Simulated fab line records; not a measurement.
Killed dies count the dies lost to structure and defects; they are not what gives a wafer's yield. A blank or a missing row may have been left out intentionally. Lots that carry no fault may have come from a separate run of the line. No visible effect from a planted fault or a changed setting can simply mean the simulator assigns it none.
The tool behind it: which one? || flow sky130 || 72 wafers from 24 lots sampled at 6 of the route's 708 steps

== WHAT THE GAUGES SHOWED, per wafer ==
SKY_VIA3_BOW_MEAS_03. Usual: for VIA3_BOW the level is 81 um and the standard deviation is 7.5.
{"lot": "L074", "measured": "day 38 08:58", "on": "film metro-01", "VIA3_BOW (um)": "86 86 82", "flag": ""}
{"lot": "L075", "measured": "day 38 22:53", "on": "film metro-01", "VIA3_BOW (um)": "93 83 69", "flag": ""}
{"lot": "L076", "measured": "day 39 16:47", "on": "film metro-01", "VIA3_BOW (um)": "84 84 83", "flag": ""}
{"lot": "L077", "measured": "day 40 00:37", "on": "film metro-03", "VIA3_BOW (um)": "81 70 75", "flag": ""}
{"lot": "L079", "measured": "day 40 05:10", "on": "film metro-01", "VIA3_BOW (um)": "95 91 75", "flag": ""}
{"lot": "L078", "measured": "day 40 11:07", "on": "film metro-04", "VIA3_BOW (um)": "74 79 87", "flag": ""}
{"lot": "L080", "measured": "day 40 16:31", "on": "film metro-04", "VIA3_BOW (um)": "74 72 76", "flag": ""}
{"lot": "L081", "measured": "day 41 04:34", "on": "film metro-04", "VIA3_BOW (um)": "83 77 81", "flag": ""}
{"lot": "L082", "measured": "day 41 05:14", "on": "film metro-01", "VIA3_BOW (um)": "82 70 83", "flag": ""}
{"lot": "L083", "measured": "day 41 07:01", "on": "film metro-03", "VIA3_BOW (um)": "83 92 82", "flag": ""}
{"lot": "L084", "measured": "day 41 17:06", "on": "film metro-01", "VIA3_BOW (um)": "74 86 75", "flag": ""}
{"lot": "L085", "measured": "day 42 02:40", "on": "film metro-04", "VIA3_BOW (um)": "79 79 77", "flag": ""}
{"lot": "L086", "measured": "day 42 07:59", "on": "film metro-03", "VIA3_BOW (um)": "94 92 93", "flag": ""}
{"lot": "L087", "measured": "day 42 16:05", "on": "film metro-03", "VIA3_BOW (um)": "77 84 79", "flag": ""}
{"lot": "L089", "measured": "day 42 23:11", "on": "film metro-03", "VIA3_BOW (um)": "70 69 80", "flag": ""}
{"lot": "L088", "measured": "day 43 02:09", "on": "film metro-01", "VIA3_BOW (um)": "80 89 82", "flag": ""}
{"lot": "L090", "measured": "day 43 11:09", "on": "film metro-03", "VIA3_BOW (um)": "92 82 74", "flag": ""}
{"lot": "L091", "measured": "day 43 16:44", "on": "film metro-03", "VIA3_BOW (um)": "81 88 90", "flag": ""}
{"lot": "L092", "measured": "day 43 20:10", "on": "film metro-04", "VIA3_BOW (um)": "68 78 79", "flag": ""}
{"lot": "L093", "measured": "day 44 03:56", "on": "film metro-04", "VIA3_BOW (um)": "78 78 83", "flag": ""}
{"lot": "L094", "measured": "day 44 13:11", "on": "film metro-01", "VIA3_BOW (um)": "92 76 76", "flag": ""}
{"lot": "L095", "measured": "day 44 13:35", "on": "film metro-01", "VIA3_BOW (um)": "83 76 85", "flag": ""}
{"lot": "L096", "measured": "day 44 18:16", "on": "film metro-04", "VIA3_BOW (um)": "86 78 81", "flag": ""}
{"lot": "L097", "measured": "day 45 03:40", "on": "film metro-03", "VIA3_BOW (um)": "87 89 97", "flag": ""}

SKY_VIA3_CD_MEAS_12: the cd target is 200 nm. Usual: cd nm at 199.7 nm, with a standard deviation of 1.5.
{"lot": "L074", "measured": "day 39 09:08", "on": "cd sem-01", "cd nm (nm)": "199.8 199.8 197.6", "flag": ""}
{"lot": "L075", "measured": "day 39 23:21", "on": "cd sem-02", "cd nm (nm)": "198.2 197.9 197.4", "flag": ""}
{"lot": "L076", "measured": "day 40 17:30", "on": "cd sem-01", "cd nm (nm)": "200.1 201.1 200.9", "flag": ""}
{"lot": "L077", "measured": "day 41 00:41", "on": "cd sem-01", "cd nm (nm)": "201.0 199.6 199.7", "flag": ""}
{"lot": "L079", "measured": "day 41 05:43", "on": "cd sem-02", "cd nm (nm)": "202.2 201.5 202.2", "flag": ""}
{"lot": "L078", "measured": "day 41 11:52", "on": "cd sem-01", "cd nm (nm)": "201.0 201.4 200.3", "flag": ""}
{"lot": "L080", "measured": "day 41 16:26", "on": "cd sem-02", "cd nm (nm)": "200.8 200.3 202.0", "flag": ""}
{"lot": "L081", "measured": "day 42 04:08", "on": "cd sem-02", "cd nm (nm)": "197.1 196.3 196.5", "flag": ""}
{"lot": "L082", "measured": "day 42 05:05", "on": "cd sem-01", "cd nm (nm)": "200.1 201.3 200.5", "flag": ""}
{"lot": "L083", "measured": "day 42 06:39", "on": "cd sem-02", "cd nm (nm)": "196.7 198.4 197.9", "flag": ""}
{"lot": "L084", "measured": "day 42 16:37", "on": "cd sem-01", "cd nm (nm)": "198.9 199.1 199.8", "flag": ""}
{"lot": "L085", "measured": "day 43 01:35", "on": "cd sem-01", "cd nm (nm)": "198.6 196.6 199.4", "flag": ""}
{"lot": "L086", "measured": "day 43 07:25", "on": "cd sem-01", "cd nm (nm)": "202.3 201.1 201.2", "flag": ""}
{"lot": "L087", "measured": "day 43 15:04", "on": "cd sem-02", "cd nm (nm)": "200.3 198.0 198.7", "flag": ""}
{"lot": "L089", "measured": "day 43 21:32", "on": "cd sem-02", "cd nm (nm)": "198.3 199.4 198.0", "flag": ""}
{"lot": "L088", "measured": "day 44 00:46", "on": "cd sem-02", "cd nm (nm)": "199.5 199.4 198.5", "flag": ""}
{"lot": "L090", "measured": "day 44 09:30", "on": "cd sem-01", "cd nm (nm)": "199.6 200.4 200.8", "flag": ""}
{"lot": "L091", "measured": "day 44 15:13", "on": "cd sem-01", "cd nm (nm)": "198.6 199.4 199.4", "flag": ""}
{"lot": "L092", "measured": "day 44 18:27", "on": "cd sem-01", "cd nm (nm)": "198.9 196.6 198.5", "flag": ""}
{"lot": "L093", "measured": "day 45 02:05", "on": "cd sem-01", "cd nm (nm)": "200.4 200.0 199.7", "flag": ""}
{"lot": "L094", "measured": "day 45 11:02", "on": "cd sem-01", "cd nm (nm)": "200.5 200.7 201.0", "flag": ""}
{"lot": "L095", "measured": "day 45 11:17", "on": "cd sem-01", "cd nm (nm)": "200.1 200.0 200.4", "flag": ""}
{"lot": "L096", "measured": "day 45 14:55", "on": "cd sem-01", "cd nm (nm)": "200.3 201.5 200.2", "flag": ""}
{"lot": "L097", "measured": "day 46 00:09", "on": "cd sem-01", "cd nm (nm)": "202.7 201.3 201.3", "flag": ""}

SKY_METAL4_CD_MEAS_13: the cd target is 300 nm. Usual: cd nm at 299.9 nm, with a standard deviation of 1.5.
{"lot": "L074", "measured": "day 41 11:40", "on": "cd sem-02", "cd nm (nm)": "302.6 303.5 302.1", "flag": ""}
{"lot": "L075", "measured": "day 42 01:51", "on": "cd sem-02", "cd nm (nm)": "300.5 299.7 298.7", "flag": ""}
{"lot": "L076", "measured": "day 42 19:02", "on": "cd sem-01", "cd nm (nm)": "297.6 296.7 297.2", "flag": ""}
{"lot": "L077", "measured": "day 43 02:58", "on": "cd sem-01", "cd nm (nm)": "300.5 299.7 299.9", "flag": ""}
{"lot": "L079", "measured": "day 43 07:10", "on": "cd sem-01", "cd nm (nm)": "300.0 300.1 299.2", "flag": ""}
{"lot": "L078", "measured": "day 43 12:54", "on": "cd sem-01", "cd nm (nm)": "299.6 300.3 300.3", "flag": ""}
{"lot": "L080", "measured": "day 43 17:14", "on": "cd sem-02", "cd nm (nm)": "297.9 300.3 298.7", "flag": ""}
{"lot": "L081", "measured": "day 44 04:39", "on": "cd sem-01", "cd nm (nm)": "299.1 298.2 300.1", "flag": ""}
{"lot": "L082", "measured": "day 44 05:11", "on": "cd sem-01", "cd nm (nm)": "301.2 303.0 301.9", "flag": ""}
{"lot": "L083", "measured": "day 44 07:08", "on": "cd sem-01", "cd nm (nm)": "302.3 302.6 302.8", "flag": ""}
{"lot": "L084", "measured": "day 44 15:47", "on": "cd sem-01", "cd nm (nm)": "297.2 298.0 296.4", "flag": ""}
{"lot": "L085", "measured": "day 45 00:43", "on": "cd sem-01", "cd nm (nm)": "299.9 300.6 300.5", "flag": ""}
{"lot": "L086", "measured": "day 45 06:05", "on": "cd sem-01", "cd nm (nm)": "298.2 298.7 298.5", "flag": ""}
{"lot": "L087", "measured": "day 45 13:08", "on": "cd sem-01", "cd nm (nm)": "300.2 300.3 300.9", "flag": ""}
{"lot": "L089", "measured": "day 45 19:14", "on": "cd sem-01", "cd nm (nm)": "299.5 299.4 298.3", "flag": ""}
{"lot": "L088", "measured": "day 45 22:24", "on": "cd sem-01", "cd nm (nm)": "300.2 298.9 298.7", "flag": ""}
{"lot": "L090", "measured": "day 46 06:24", "on": "cd sem-02", "cd nm (nm)": "301.0 299.8 300.5", "flag": ""}
{"lot": "L091", "measured": "day 46 11:47", "on": "cd sem-02", "cd nm (nm)": "297.3 298.0 298.7", "flag": ""}
{"lot": "L092", "measured": "day 46 15:00", "on": "cd sem-01", "cd nm (nm)": "301.0 299.6 300.1", "flag": ""}
{"lot": "L093", "measured": "day 46 22:13", "on": "cd sem-02", "cd nm (nm)": "300.8 299.1 300.7", "flag": ""}
{"lot": "L094", "measured": "day 47 07:06", "on": "cd sem-01", "cd nm (nm)": "300.6 300.9 302.0", "flag": ""}
{"lot": "L095", "measured": "day 47 07:20", "on": "cd sem-01", "cd nm (nm)": "299.1 300.4 300.7", "flag": ""}
{"lot": "L096", "measured": "day 47 10:40", "on": "cd sem-02", "cd nm (nm)": "300.6 300.6 299.5", "flag": ""}
{"lot": "L097", "measured": "day 47 18:45", "on": "cd sem-02", "cd nm (nm)": "300.7 301.6 300.5", "flag": ""}

SKY_METAL5_RS_MEAS_05: measurement is done with a four-point probe. Usual: for METAL5_ALCU_RS the level is 0.02719 ohm/sq and the standard deviation is 0.00021.
{"lot": "L074", "measured": "day 42 14:16", "on": "film metro-04", "METAL5_ALCU_RS (ohm/sq)": "0.02725 0.02711 0.02713", "flag": ""}
{"lot": "L075", "measured": "day 43 04:22", "on": "film metro-01", "METAL5_ALCU_RS (ohm/sq)": "0.02707 0.02727 0.02714", "flag": ""}
{"lot": "L076", "measured": "day 43 20:34", "on": "film metro-01", "METAL5_ALCU_RS (ohm/sq)": "0.02719 0.02715 0.02723", "flag": ""}
{"lot": "L077", "measured": "day 44 04:53", "on": "film metro-02", "METAL5_ALCU_RS (ohm/sq)": "0.02731 0.02723 0.02728", "flag": ""}
{"lot": "L079", "measured": "day 44 08:48", "on": "film metro-02", "METAL5_ALCU_RS (ohm/sq)": "0.02727 0.02745 0.02756", "flag": ""}
{"lot": "L078", "measured": "day 44 14:39", "on": "film metro-02", "METAL5_ALCU_RS (ohm/sq)": "0.02708 0.02666 0.0271", "flag": ""}
{"lot": "L080", "measured": "day 44 18:32", "on": "film metro-04", "METAL5_ALCU_RS (ohm/sq)": "0.02755 0.02729 0.02746", "flag": ""}
{"lot": "L081", "measured": "day 45 06:00", "on": "film metro-04", "METAL5_ALCU_RS (ohm/sq)": "0.02723 0.02716 0.02714", "flag": ""}
{"lot": "L082", "measured": "day 45 06:19", "on": "film metro-01", "METAL5_ALCU_RS (ohm/sq)": "0.02715 0.02746 0.02763", "flag": ""}
{"lot": "L083", "measured": "day 45 08:19", "on": "film metro-04", "METAL5_ALCU_RS (ohm/sq)": "0.02736 0.02739 0.02715", "flag": ""}
{"lot": "L084", "measured": "day 45 16:10", "on": "film metro-02", "METAL5_ALCU_RS (ohm/sq)": "0.02718 0.02726 0.02735", "flag": ""}
{"lot": "L085", "measured": "day 46 00:37", "on": "film metro-02", "METAL5_ALCU_RS (ohm/sq)": "0.02735 0.02728 0.02722", "flag": ""}
{"lot": "L086", "measured": "day 46 06:37", "on": "film metro-01", "METAL5_ALCU_RS (ohm/sq)": "0.02672 0.02676 0.02692", "flag": ""}
{"lot": "L087", "measured": "day 46 12:47", "on": "film metro-02", "METAL5_ALCU_RS (ohm/sq)": "0.02718 0.02728 0.02734", "flag": ""}
{"lot": "L089", "measured": "day 46 18:41", "on": "film metro-01", "METAL5_ALCU_RS (ohm/sq)": "0.02688 0.02672 0.02686", "flag": ""}
{"lot": "L088", "measured": "day 46 23:43", "on": "film metro-04", "METAL5_ALCU_RS (ohm/sq)": "0.02718 0.02703 0.02715", "flag": ""}
{"lot": "L090", "measured": "day 47 06:10", "on": "film metro-01", "METAL5_ALCU_RS (ohm/sq)": "0.02707 0.0271 0.02709", "flag": ""}
{"lot": "L091", "measured": "day 47 12:04", "on": "film metro-02", "METAL5_ALCU_RS (ohm/sq)": "0.02695 0.02708 0.02723", "flag": ""}
{"lot": "L092", "measured": "day 47 14:08", "on": "film metro-01", "METAL5_ALCU_RS (ohm/sq)": "0.02698 0.02717 0.02725", "flag": ""}
{"lot": "L093", "measured": "day 47 21:34", "on": "film metro-02", "METAL5_ALCU_RS (ohm/sq)": "0.02721 0.02724 0.02723", "flag": ""}
{"lot": "L094", "measured": "day 48 05:55", "on": "film metro-02", "METAL5_ALCU_RS (ohm/sq)": "0.02683 0.02697 0.0272", "flag": ""}
{"lot": "L095", "measured": "day 48 06:30", "on": "film metro-02", "METAL5_ALCU_RS (ohm/sq)": "0.02695 0.02733 0.02733", "flag": ""}
{"lot": "L096", "measured": "day 48 09:28", "on": "film metro-04", "METAL5_ALCU_RS (ohm/sq)": "0.02718 0.02727 0.02728", "flag": ""}
{"lot": "L097", "measured": "day 48 16:58", "on": "film metro-04", "METAL5_ALCU_RS (ohm/sq)": "0.02717 0.02743 0.02735", "flag": ""}

== TOOL THAT RAN EACH LOT (tool first, then ch and the chambers of the sampled wafers, then the start) ==
{"lot": "L074", "SKY_CAP2M_STRIP_14": "plasma asher-01 ch 0,1, day 40 10:50", "SKY_VIA4_CMP_02": "cmp-01 ch 0,1,3, day 41 13:02"}
{"lot": "L075", "SKY_CAP2M_STRIP_14": "plasma asher-02 ch 0,1, day 41 01:47", "SKY_VIA4_CMP_02": "cmp-02 ch 1,2, day 42 03:11"}
{"lot": "L076", "SKY_CAP2M_STRIP_14": "plasma asher-02 ch 0,1, day 41 19:19", "SKY_VIA4_CMP_02": "cmp-02 ch 1,2,3, day 42 20:21"}
{"lot": "L077", "SKY_CAP2M_STRIP_14": "plasma asher-04 ch 0,1, day 42 02:31", "SKY_VIA4_CMP_02": "cmp-02 ch 2,3, day 43 04:19"}
{"lot": "L079", "SKY_CAP2M_STRIP_14": "plasma asher-01 ch 0,1, day 42 07:06", "SKY_VIA4_CMP_02": "cmp-01 ch 0,2,3, day 43 08:48"}
{"lot": "L078", "SKY_CAP2M_STRIP_14": "plasma asher-04 ch 0,1, day 42 13:04", "SKY_VIA4_CMP_02": "cmp-02 ch 1,2,3, day 43 14:16"}
{"lot": "L080", "SKY_CAP2M_STRIP_14": "plasma asher-02 ch 0,1, day 42 17:40", "SKY_VIA4_CMP_02": "cmp-02 ch 0,1,2, day 43 18:43"}
{"lot": "L081", "SKY_CAP2M_STRIP_14": "plasma asher-01 ch 0,1, day 43 05:04", "SKY_VIA4_CMP_02": "cmp-01 ch 2,3, day 44 06:04"}
{"lot": "L082", "SKY_CAP2M_STRIP_14": "plasma asher-02 ch 0,1, day 43 05:24", "SKY_VIA4_CMP_02": "cmp-02 ch 2,3, day 44 06:34"}
{"lot": "L083", "SKY_CAP2M_STRIP_14": "plasma asher-04 ch 0,1, day 43 07:51", "SKY_VIA4_CMP_02": "cmp-01 ch 0,1, day 44 08:29"}
{"lot": "L084", "SKY_CAP2M_STRIP_14": "plasma asher-04 ch 0,1, day 43 17:29", "SKY_VIA4_CMP_02": "cmp-02 ch 0,2, day 44 17:08"}
{"lot": "L085", "SKY_CAP2M_STRIP_14": "plasma asher-04 ch 0,1, day 44 01:56", "SKY_VIA4_CMP_02": "cmp-01 ch 1,2,3, day 45 02:08"}
{"lot": "L086", "SKY_CAP2M_STRIP_14": "plasma asher-02 ch 0,1, day 44 07:56", "SKY_VIA4_CMP_02": "cmp-01 ch 1,2,3, day 45 07:31"}
{"lot": "L087", "SKY_CAP2M_STRIP_14": "plasma asher-04 ch 0,1, day 44 15:01", "SKY_VIA4_CMP_02": "cmp-01 ch 1,3, day 45 14:29"}
{"lot": "L089", "SKY_CAP2M_STRIP_14": "plasma asher-04 ch 0,1, day 44 21:17", "SKY_VIA4_CMP_02": "cmp-02 ch 0,1,2, day 45 20:44"}
{"lot": "L088", "SKY_CAP2M_STRIP_14": "plasma asher-04 ch 0,1, day 45 01:04", "SKY_VIA4_CMP_02": "cmp-01 ch 0,1,2, day 46 00:30"}
{"lot": "L090", "SKY_CAP2M_STRIP_14": "plasma asher-01 ch 0,1, day 45 08:56", "SKY_VIA4_CMP_02": "cmp-01 ch 0,2,3, day 46 07:56"}
{"lot": "L091", "SKY_CAP2M_STRIP_14": "plasma asher-02 ch 0,1, day 45 14:23", "SKY_VIA4_CMP_02": "cmp-01 ch 0,1,3, day 46 13:23"}
{"lot": "L092", "SKY_CAP2M_STRIP_14": "plasma asher-02 ch 0,1, day 45 17:52", "SKY_VIA4_CMP_02": "cmp-01 ch 0,3, day 46 16:19"}
{"lot": "L093", "SKY_CAP2M_STRIP_14": "plasma asher-02 ch 0,1, day 46 00:34", "SKY_VIA4_CMP_02": "cmp-02 ch 0,3, day 46 23:31"}
{"lot": "L094", "SKY_CAP2M_STRIP_14": "plasma asher-02 ch 0,1, day 46 09:52", "SKY_VIA4_CMP_02": "cmp-02 ch 1,2,3, day 47 08:50"}
{"lot": "L095", "SKY_CAP2M_STRIP_14": "plasma asher-04 ch 0,1, day 46 10:10", "SKY_VIA4_CMP_02": "cmp-02 ch 1,2, day 47 08:59"}
{"lot": "L096", "SKY_CAP2M_STRIP_14": "plasma asher-01 ch 0,1, day 46 13:10", "SKY_VIA4_CMP_02": "cmp-01 ch 0,2, day 47 12:10"}
{"lot": "L097", "SKY_CAP2M_STRIP_14": "plasma asher-02 ch 0,1, day 46 22:24", "SKY_VIA4_CMP_02": "cmp-02 ch 2,3, day 47 20:04"}
- SKY_CAP2M_STRIP_14: strips in O2/N2.
- SKY_VIA4_CMP_02: polishes SiO2.

== WHAT THE TOOLS THEMSELVES READ (means of the sampled wafers that have a number; where no wafer has one, the mark that the record gives instead) ==
SKY_CAP2M_STRIP_14. Usual: drypump motor current A 5.4 A, standard deviation 0.36; oes product au 0.710 a.u., standard deviation 0.0046; strip time to endpoint s 12.66 s, standard deviation 0.046.
{"lot": "L074", "tool": "plasma asher-01", "drypump motor current A (A)": 5.2, "oes product au (a.u.)": 0.714, "strip time to endpoint s (s)": 12.72, "flag": ""}
{"lot": "L075", "tool": "plasma asher-02", "drypump motor current A (A)": 5.9, "oes product au (a.u.)": 0.707, "strip time to endpoint s (s)": 12.66, "flag": ""}
{"lot": "L076", "tool": "plasma asher-02", "drypump motor current A (A)": 5.6, "oes product au (a.u.)": 0.716, "strip time to endpoint s (s)": 12.60, "flag": ""}
{"lot": "L077", "tool": "plasma asher-04", "drypump motor current A (A)": 5.3, "oes product au (a.u.)": 0.708, "strip time to endpoint s (s)": 12.65, "flag": ""}
{"lot": "L079", "tool": "plasma asher-01", "drypump motor current A (A)": 5.1, "oes product au (a.u.)": 0.708, "strip time to endpoint s (s)": 12.67, "flag": ""}
{"lot": "L078", "tool": "plasma asher-04", "drypump motor current A (A)": 5.3, "oes product au (a.u.)": 0.711, "strip time to endpoint s (s)": 12.68, "flag": ""}
{"lot": "L080", "tool": "plasma asher-02", "drypump motor current A (A)": 5.8, "oes product au (a.u.)": 0.708, "strip time to endpoint s (s)": 12.66, "flag": ""}
{"lot": "L081", "tool": "plasma asher-01", "drypump motor current A (A)": 5.1, "oes product au (a.u.)": 0.713, "strip time to endpoint s (s)": 12.63, "flag": ""}
{"lot": "L082", "tool": "plasma asher-02", "drypump motor current A (A)": 5.5, "oes product au (a.u.)": 0.707, "strip time to endpoint s (s)": 12.59, "flag": ""}
{"lot": "L083", "tool": "plasma asher-04", "drypump motor current A (A)": 5.3, "oes product au (a.u.)": 0.714, "strip time to endpoint s (s)": 12.59, "flag": ""}
{"lot": "L084", "tool": "plasma asher-04", "drypump motor current A (A)": 5.2, "oes product au (a.u.)": 0.707, "strip time to endpoint s (s)": 12.70, "flag": ""}
{"lot": "L085", "tool": "plasma asher-04", "drypump motor current A (A)": 5.3, "oes product au (a.u.)": 0.709, "strip time to endpoint s (s)": 12.68, "flag": ""}
{"lot": "L086", "tool": "plasma asher-02", "drypump motor current A (A)": 5.8, "oes product au (a.u.)": 0.706, "strip time to endpoint s (s)": 12.63, "flag": ""}
{"lot": "L087", "tool": "plasma asher-04", "drypump motor current A (A)": 5.3, "oes product au (a.u.)": 0.706, "strip time to endpoint s (s)": 12.74, "flag": ""}
{"lot": "L089", "tool": "plasma asher-04", "drypump motor current A (A)": 5.3, "oes product au (a.u.)": 0.712, "strip time to endpoint s (s)": 12.68, "flag": ""}
{"lot": "L088", "tool": "plasma asher-04", "drypump motor current A (A)": 5.2, "oes product au (a.u.)": 0.715, "strip time to endpoint s (s)": 12.66, "flag": ""}
{"lot": "L090", "tool": "plasma asher-01", "drypump motor current A (A)": 5.0, "oes product au (a.u.)": 0.709, "strip time to endpoint s (s)": 12.73, "flag": ""}
{"lot": "L091", "tool": "plasma asher-02", "drypump motor current A (A)": 5.5, "oes product au (a.u.)": 0.713, "strip time to endpoint s (s)": 12.63, "flag": ""}
{"lot": "L092", "tool": "plasma asher-02", "drypump motor current A (A)": 5.8, "oes product au (a.u.)": 0.711, "strip time to endpoint s (s)": 12.62, "flag": ""}
{"lot": "L093", "tool": "plasma asher-02", "drypump motor current A (A)": 5.6, "oes product au (a.u.)": 0.714, "strip time to endpoint s (s)": 12.68, "flag": ""}
{"lot": "L094", "tool": "plasma asher-02", "drypump motor current A (A)": 5.5, "oes product au (a.u.)": 0.714, "strip time to endpoint s (s)": 12.72, "flag": ""}
{"lot": "L095", "tool": "plasma asher-04", "drypump motor current A (A)": 5.2, "oes product au (a.u.)": 0.707, "strip time to endpoint s (s)": 12.69, "flag": ""}
{"lot": "L096", "tool": "plasma asher-01", "drypump motor current A (A)": 5.1, "oes product au (a.u.)": 0.717, "strip time to endpoint s (s)": 12.64, "flag": ""}
{"lot": "L097", "tool": "plasma asher-02", "drypump motor current A (A)": 5.5, "oes product au (a.u.)": 0.712, "strip time to endpoint s (s)": 12.66, "flag": ""}

SKY_VIA4_CMP_02. Usual: motor current A 11.6 A, standard deviation 1.1; platen rpm 60.00 rpm, standard deviation 0.038.
{"lot": "L074", "tool": "cmp-01", "motor current A (A)": 10.9, "platen rpm (rpm)": 60.01, "flag": ""}
{"lot": "L075", "tool": "cmp-02", "motor current A (A)": 12.0, "platen rpm (rpm)": 60.00, "flag": ""}
{"lot": "L076", "tool": "cmp-02", "motor current A (A)": 11.6, "platen rpm (rpm)": 59.97, "flag": ""}
{"lot": "L077", "tool": "cmp-02", "motor current A (A)": 12.7, "platen rpm (rpm)": 59.99, "flag": ""}
{"lot": "L079", "tool": "cmp-01", "motor current A (A)": 11.6, "platen rpm (rpm)": 60.00, "flag": ""}
{"lot": "L078", "tool": "cmp-02", "motor current A (A)": 11.9, "platen rpm (rpm)": 60.01, "flag": ""}
{"lot": "L080", "tool": "cmp-02", "motor current A (A)": 12.3, "platen rpm (rpm)": 60.00, "flag": ""}
{"lot": "L081", "tool": "cmp-01", "motor current A (A)": 12.6, "platen rpm (rpm)": 60.01, "flag": ""}
{"lot": "L082", "tool": "cmp-02", "motor current A (A)": 12.5, "platen rpm (rpm)": 59.97, "flag": ""}
{"lot": "L083", "tool": "cmp-01", "motor current A (A)": 9.9, "platen rpm (rpm)": 60.01, "flag": ""}
{"lot": "L084", "tool": "cmp-02", "motor current A (A)": 12.3, "platen rpm (rpm)": 60.04, "flag": ""}
{"lot": "L085", "tool": "cmp-01", "motor current A (A)": 11.8, "platen rpm (rpm)": 59.99, "flag": ""}
{"lot": "L086", "tool": "cmp-01", "motor current A (A)": 11.7, "platen rpm (rpm)": 60.02, "flag": ""}
{"lot": "L087", "tool": "cmp-01", "motor current A (A)": 11.6, "platen rpm (rpm)": 60.01, "flag": ""}
{"lot": "L089", "tool": "cmp-02", "motor current A (A)": 12.0, "platen rpm (rpm)": 60.02, "flag": ""}
{"lot": "L088", "tool": "cmp-01", "motor current A (A)": 11.0, "platen rpm (rpm)": 60.02, "flag": ""}
{"lot": "L090", "tool": "cmp-01", "motor current A (A)": 11.3, "platen rpm (rpm)": 59.96, "flag": ""}
{"lot": "L091", "tool": "cmp-01", "motor current A (A)": 10.8, "platen rpm (rpm)": 60.00, "flag": ""}
{"lot": "L092", "tool": "cmp-01", "motor current A (A)": 10.5, "platen rpm (rpm)": 60.00, "flag": ""}
{"lot": "L093", "tool": "cmp-02", "motor current A (A)": 12.1, "platen rpm (rpm)": 60.00, "flag": ""}
{"lot": "L094", "tool": "cmp-02", "motor current A (A)": 12.3, "platen rpm (rpm)": 60.01, "flag": ""}
{"lot": "L095", "tool": "cmp-02", "motor current A (A)": 11.8, "platen rpm (rpm)": 60.01, "flag": ""}
{"lot": "L096", "tool": "cmp-01", "motor current A (A)": 10.8, "platen rpm (rpm)": 60.02, "flag": ""}
{"lot": "L097", "tool": "cmp-02", "motor current A (A)": 11.7, "platen rpm (rpm)": 60.00, "flag": ""}

== THE ANSWER, worked out from the rows above alone ==
Rule: a lot is off if the mean of its wafers that have a number lies more than 3 standard deviations from the usual mean. A lot without any number at a reading at which 4 lots or more have one is off too. Any other lot the step has rows for is counted as sound. First the gauges in route order, then the tools' own readings, where a lot's mean is used as printed above. The first step at which some lot is off is used, and at that step the reading that is off furthest; a lot without a number counts as furthest.
No lot is off on any of the readings shown, so nothing can be concluded from this.

== WHAT THE SIMULATOR HAD INSERTED ==
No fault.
